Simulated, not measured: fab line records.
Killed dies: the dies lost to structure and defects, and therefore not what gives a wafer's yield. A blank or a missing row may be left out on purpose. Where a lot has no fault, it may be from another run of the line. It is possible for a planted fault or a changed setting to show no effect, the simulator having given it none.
Which tool was responsible? / flow sky130 / Sampling: 11 lots, 33 wafers, 4 of 708 route steps

WHAT THE GAUGES READ, wafer by wafer
SKY_VT_ADJUST_HVTR_CD_MEAS_07: the cd target is 380 nm.
lot=L815; measured=day 9 13:05; on=cdSem-01; cdNm (nm)=382.7 380.9 380.7
lot=L817; measured=day 10 07:07; on=cdSem-02; cdNm (nm)=379.8 378.1 378.7
lot=L820; measured=day 11 01:16; on=cdSem-02; cdNm (nm)=379.6 380.2 380.1
lot=L821; measured=day 11 12:38; on=cdSem-02; cdNm (nm)=381.1 378.8 380.0
lot=L824; measured=day 12 08:29; on=cdSem-01; cdNm (nm)=380.5 379.1 378.7
lot=L828; measured=day 13 15:46; on=cdSem-02; cdNm (nm)=380.7 377.8 379.4
lot=L829; measured=day 14 04:20; on=cdSem-01; cdNm (nm)=383.7 380.0 382.4
lot=L831; measured=day 14 11:28; on=cdSem-01; cdNm (nm)=383.5 382.6 383.1
lot=L835; measured=day 15 22:07; on=cdSem-02; cdNm (nm)=383.6 383.0 381.3
lot=L836; measured=day 16 11:51; on=cdSem-01; cdNm (nm)=380.5 382.6 383.5
lot=L837; measured=day 16 13:08; on=cdSem-01; cdNm (nm)=377.5 378.9 380.2

SKY_SONOS_TUNNEL_TW_MEAS_12.
lot=L815; measured=day 11 09:23; on=filmMetro-02; SONOS_TUNNEL_TW=197.2 196.9 196.9
lot=L817; measured=day 12 06:44; on=filmMetro-02; SONOS_TUNNEL_TW=197.8 196.3 195.8
lot=L820; measured=day 13 02:42; on=filmMetro-04; SONOS_TUNNEL_TW=198.6 197.5 198.0
lot=L821; measured=day 13 15:29; on=filmMetro-04; SONOS_TUNNEL_TW=197.6 197.7 197.3
lot=L824; measured=day 14 12:12; on=filmMetro-04; SONOS_TUNNEL_TW=196.8 196.1 197.6
lot=L828; measured=day 15 23:41; on=filmMetro-01; SONOS_TUNNEL_TW=155.5 154.5 154.9
lot=L829; measured=day 16 12:34; on=filmMetro-02; SONOS_TUNNEL_TW=152.5 152.0 152.4
lot=L831; measured=day 16 19:29; on=filmMetro-01; SONOS_TUNNEL_TW=155.6 155.2 154.9
lot=L835; measured=day 18 10:10; on=filmMetro-04; SONOS_TUNNEL_TW=198.5 197.1 197.4
lot=L836; measured=day 19 00:11; on=filmMetro-02; SONOS_TUNNEL_TW=195.9 197.3 196.1
lot=L837; measured=day 19 01:50; on=filmMetro-02; SONOS_TUNNEL_TW=197.3 196.8 196.5

TOOL THAT RAN EACH LOT (tool first, then ch and the chambers of the sampled wafers, then the start)
lot=L815; SKY_VT_ADJUST_NCORE_STRIP_10=plasmaAsher-01 ch 0,1, day 8 17:16; SKY_SONOS_TUNNEL_IMPLANT_09=implanter-01 ch 0, day 11 08:53
lot=L817; SKY_VT_ADJUST_NCORE_STRIP_10=plasmaAsher-01 ch 0,1, day 9 09:46; SKY_SONOS_TUNNEL_IMPLANT_09=implanter-02 ch 0, day 12 06:19
lot=L820; SKY_VT_ADJUST_NCORE_STRIP_10=plasmaAsher-01 ch 0,1, day 10 04:13; SKY_SONOS_TUNNEL_IMPLANT_09=implanter-01 ch 0, day 13 02:17
lot=L821; SKY_VT_ADJUST_NCORE_STRIP_10=plasmaAsher-04 ch 0,1, day 10 14:01; SKY_SONOS_TUNNEL_IMPLANT_09=implanter-01 ch 0, day 13 15:04
lot=L824; SKY_VT_ADJUST_NCORE_STRIP_10=plasmaAsher-01 ch 0, day 11 08:25; SKY_SONOS_TUNNEL_IMPLANT_09=implanter-01 ch 0, day 14 11:47
lot=L828; SKY_VT_ADJUST_NCORE_STRIP_10=plasmaAsher-01 ch 0,1, day 12 14:10; SKY_SONOS_TUNNEL_IMPLANT_09=implanter-01 ch 0, day 15 23:16
lot=L829; SKY_VT_ADJUST_NCORE_STRIP_10=plasmaAsher-04 ch 0,1, day 13 02:10; SKY_SONOS_TUNNEL_IMPLANT_09=implanter-01 ch 0, day 16 12:08
lot=L831; SKY_VT_ADJUST_NCORE_STRIP_10=plasmaAsher-01 ch 0,1, day 13 09:46; SKY_SONOS_TUNNEL_IMPLANT_09=implanter-01 ch 0, day 16 19:04
lot=L835; SKY_VT_ADJUST_NCORE_STRIP_10=plasmaAsher-01 ch 0,1, day 14 18:21; SKY_SONOS_TUNNEL_IMPLANT_09=implanter-02 ch 0, day 18 09:41
lot=L836; SKY_VT_ADJUST_NCORE_STRIP_10=plasmaAsher-04 ch 0,1, day 15 07:07; SKY_SONOS_TUNNEL_IMPLANT_09=implanter-02 ch 0, day 18 23:46
lot=L837; SKY_VT_ADJUST_NCORE_STRIP_10=plasmaAsher-01 ch 0,1, day 15 09:17; SKY_SONOS_TUNNEL_IMPLANT_09=implanter-02 ch 0, day 19 01:24
- SKY_VT_ADJUST_NCORE_STRIP_10: strips in O2/N2.
- SKY_SONOS_TUNNEL_IMPLANT_09

AS READ BY THE TOOLS THEMSELVES (means over the sampled wafers that have a number; for cases with no such wafer, the mark the record gives instead)
SKY_VT_ADJUST_NCORE_STRIP_10.
lot=L815; tool=plasmaAsher-01; chamberPressureMTorr (mTorr)=1499.9; drypumpMotorCurrentA (A)=5.5; oesProductAu (a.u.)=0.716; stripTimeToEndpointS (s)=14.13
lot=L817; tool=plasmaAsher-01; chamberPressureMTorr (mTorr)=1500.0; drypumpMotorCurrentA (A)=5.2; oesProductAu (a.u.)=0.714; stripTimeToEndpointS (s)=14.16
lot=L820; tool=plasmaAsher-01; chamberPressureMTorr (mTorr)=1501.0; drypumpMotorCurrentA (A)=5.2; oesProductAu (a.u.)=0.713; stripTimeToEndpointS (s)=14.18
lot=L821; tool=plasmaAsher-04; chamberPressureMTorr (mTorr)=1499.3; drypumpMotorCurrentA (A)=6.0; oesProductAu (a.u.)=0.716; stripTimeToEndpointS (s)=14.19
lot=L824; tool=plasmaAsher-01; chamberPressureMTorr (mTorr)=1500.0; drypumpMotorCurrentA (A)=5.8; oesProductAu (a.u.)=0.716; stripTimeToEndpointS (s)=14.13
lot=L828; tool=plasmaAsher-01; chamberPressureMTorr (mTorr)=1498.6; drypumpMotorCurrentA (A)=5.2; oesProductAu (a.u.)=0.715; stripTimeToEndpointS (s)=14.13
lot=L829; tool=plasmaAsher-04; chamberPressureMTorr (mTorr)=1500.5; drypumpMotorCurrentA (A)=6.2; oesProductAu (a.u.)=0.714; stripTimeToEndpointS (s)=14.13
lot=L831; tool=plasmaAsher-01; chamberPressureMTorr (mTorr)=1500.4; drypumpMotorCurrentA (A)=5.2; oesProductAu (a.u.)=0.718; stripTimeToEndpointS (s)=14.13
lot=L835; tool=plasmaAsher-01; chamberPressureMTorr (mTorr)=1499.4; drypumpMotorCurrentA (A)=5.2; oesProductAu (a.u.)=0.713; stripTimeToEndpointS (s)=14.13
lot=L836; tool=plasmaAsher-04; chamberPressureMTorr (mTorr)=1500.6; drypumpMotorCurrentA (A)=6.1; oesProductAu (a.u.)=0.719; stripTimeToEndpointS (s)=14.16
lot=L837; tool=plasmaAsher-01; chamberPressureMTorr (mTorr)=1500.5; drypumpMotorCurrentA (A)=5.2; oesProductAu (a.u.)=0.719; stripTimeToEndpointS (s)=14.12

SKY_SONOS_TUNNEL_IMPLANT_09.
lot=L815 tool=implanter-01 doseIonsCm2=9.988e+11 faradayCurrentUA=5.74
lot=L817 tool=implanter-02 doseIonsCm2=1.001e+12 faradayCurrentUA=5.67
lot=L820 tool=implanter-01 doseIonsCm2=1.000e+12 faradayCurrentUA=5.71
lot=L821 tool=implanter-01 doseIonsCm2=9.991e+11 faradayCurrentUA=5.76
lot=L824 tool=implanter-01 doseIonsCm2=1.000e+12 faradayCurrentUA=5.60
lot=L828 tool=implanter-01 doseIonsCm2=4.002e+11 faradayCurrentUA=2.26
lot=L829 tool=implanter-01 doseIonsCm2=3.993e+11 faradayCurrentUA=2.24
lot=L831 tool=implanter-01 doseIonsCm2=4.002e+11 faradayCurrentUA=2.25
lot=L835 tool=implanter-02 doseIonsCm2=9.993e+11 faradayCurrentUA=5.57
lot=L836 tool=implanter-02 doseIonsCm2=9.995e+11 faradayCurrentUA=5.60
lot=L837 tool=implanter-02 doseIonsCm2=1.001e+12 faradayCurrentUA=5.73

THE ANSWER, worked out from the rows above alone
Rule: the lots themselves supply what counts as usual. Put in order of their means at a reading, lots are off if they are a third of the lots or fewer, leave a main group of 4 or more, and stand apart from it by a gap of 3 or more times the standard deviation of the main group's means; of several such gaps the widest counts. The tables above print the reading to a certain number of digits; a main group whose means all agree to those digits is not used. Also off: a lot with no number at a reading for which 4 or more lots have one. The other lots that the step has rows for count as sound. First the gauges in route order, then the tools' own readings, where a lot's mean is used as printed above. At the first step where some lot is off, the reading lying furthest off is the one used; lots without a number count as furthest.
Off: at SKY_SONOS_TUNNEL_TW_MEAS_12 (SONOS_TUNNEL_TW), L828, L829, L831. The main group has a mean of 197.1 with a standard deviation of 0.52.
A tool fits if, at a process step before that reading, it ran every lot that is off, and no sound lot after the first of them. Not tried: the gauges at SKY_SONOS_TUNNEL_TW_MEAS_12; whatever is off there is also off at SKY_SONOS_TUNNEL_IMPLANT_09, on other tools, and gauge error can't account for it. One candidate fits, namely implanter-01 at SKY_SONOS_TUNNEL_IMPLANT_09. A fault onset in the window from L824 (day 14 11:47, its last sound lot) to L828 (day 15 23:16, its first lot off) fits.
The tool's own readings at SKY_SONOS_TUNNEL_IMPLANT_09 bear it out: on the lots that are off they differ by more than 5 times the standard deviation of the sound lots' means. doseIonsCm2 reads 3.999e+11 there against 9.998e+11 on the sound lots; faradayCurrentUA reads 2.25 there against 5.67 on the sound lots.

WHAT THE SIMULATOR HAD INSERTED
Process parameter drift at SKY_SONOS_TUNNEL_IMPLANT_09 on implanter-01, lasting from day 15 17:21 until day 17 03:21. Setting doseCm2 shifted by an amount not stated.
Shown lots that were struck: L828, L829, L831. This agrees with what the rule above found.
